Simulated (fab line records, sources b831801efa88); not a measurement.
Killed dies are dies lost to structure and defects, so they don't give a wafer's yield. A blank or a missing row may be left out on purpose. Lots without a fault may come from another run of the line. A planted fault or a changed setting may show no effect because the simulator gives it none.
A struck lot beside a sound one | flow sky130 | 15 steps out of a route of 708
Sound: wafers L512.1, L512.2, L512.5. Struck: wafers L523.2, L523.4, L523.5. The cause comes at the end.
At each step with rows: each side's tool, then ch and its chambers, then its first start. Under that, the readings that differ: sound wafers | struck wafers | difference of the means | sigmas: that difference in standard deviations of wafers without a fault.
alike: readings whose means differ by less than 2 such deviations, and words and numbers that are the same on both sides. not compared: withheld readings, readings that some wafer has no value for, bounds like >300 that may hide the same value, and numbers for which the record gives no deviation and whose values overlap.
The two part at a step that has a row with sigmas, a row that says differs or no value, or rows on one side only. Numbers that don't overlap but have no deviation are shown without sigmas and don't part them. A reading that every wafer of one side lacks parts them only if that side has two wafers or more.

first, 2 steps without rows for these wafers: SKY_NWELL_IMPLANT_12; SKY_NWELL_IMPLANT_13.
SKY_NWELL_STRIP_14: strips in O2/N2.
  sound on plasma_asher-02 ch 0,1, day 7 06:12; struck on plasma_asher-01 ch 0,1, day 10 16:31
  reading                     | sound       | struck      | difference | sigmas
  drypump_motor_current_A (A) | 6.1 5.8 5.8 | 5.2 5.1 5.2 | -0.7       | -2
  alike: o2_flow_sccm, oes_product_au, strip_time_to_endpoint_s
  not compared: rf_hours_counter_h
SKY_NWELL_TW_MEAS_15:
  sound on film_metro-01, day 7 06:18; struck on film_metro-02, day 10 16:37
  alike: NWELL_TW
then, 7 steps without rows for these wafers: SKY_NWELL_DEHYDRATE_16 (time 60 s); SKY_NWELL_HMDS_17 (prime time 60 s); SKY_NWELL_COAT_18 (resist thk 3000 nm); SKY_NWELL_SOFTBAKE_19; SKY_NWELL_EXPOSE_20 (exposes mask NWM COMPLEMENT, target cd 840 nm); SKY_NWELL_PEB_21; SKY_NWELL_DEVELOP_22 (develop time 60 s).
SKY_NWELL_OVL_MEAS_23:
  sound on overlay-01, day 8 00:22; struck on overlay-02, day 11 16:10
  alike: NWELL_01_OVL
SKY_NWELL_IMPLANT_24:
  sound on implanter-01 ch 0, day 8 00:24; struck on implanter-01 ch 0, day 11 16:13
  reading                   | sound                | struck               | difference | sigmas
  beam_energy_keV           | 139.98 139.96 139.92 | 132.98 132.98 132.95 | -6.98      | -99 or more
  model.implant.drp_nm (nm) | 95.47 95.47 95.47    | 93.56 93.56 93.56    | -1.91      |
  alike: faraday_current_uA
SKY_NWELL_STRIP_25: strips in O2/N2.
  sound on plasma_asher-04 ch 0,1, day 8 00:33; struck on plasma_asher-01 ch 0,1, day 11 16:21
  alike: drypump_motor_current_A, o2_flow_sccm, oes_product_au, strip_time_to_endpoint_s
  not compared: rf_hours_counter_h
-- the record jumps here: 39 days lie between the struck wafers' starts before and after (it left off in module NWELL and takes up again in module PAD_OPEN, whose first step shown is number 708 of the route) --
SKY_PAD_OPEN_PROBE_99:
  sound on prober-02, day 48 04:58; struck on prober-02, day 50 23:54
  reading                                     | sound               | struck               | difference | sigmas
  model.etest.res_nwell.width_nm (nm)         | 848 853.2 851.1     | 865 869.8 863.1      | +15        |
  model.etest.field_n.vt_v (V)                | 35.02 35.01 35.16   | 34.52 34.3 34.64     | -0.58      |
  model.etest.iso_nwell_nwell.leak_log10_a_um | -12.99 -13.33 -12.9 | -12.27 -12.45 -12.22 | +0.76      |
  alike: killed_at_M0_to_M3, killed_at_M4_up, killed_at_contacts, killed_at_front_end, killed_at_other, killed_dies, killed_open, killed_short
  not compared: model.etest.res_iso_pwell.rs_ohm_sq, model.etest.pfet_16v.r_on_ohm_um, model.etest.res_iso_pwell.line_ohm_um, model.etest.nfet_05v0_nvt.vt_sat_v, model.etest.nfet_05v0_nvt.body_rise_v

WHERE THEY PART
First at SKY_NWELL_STRIP_14; last, within this record, at SKY_NWELL_IMPLANT_24. Later steps at which nothing parts them and some readings are alike: SKY_NWELL_STRIP_25, SKY_PAD_OPEN_PROBE_99.

WHY: what the simulator had put in
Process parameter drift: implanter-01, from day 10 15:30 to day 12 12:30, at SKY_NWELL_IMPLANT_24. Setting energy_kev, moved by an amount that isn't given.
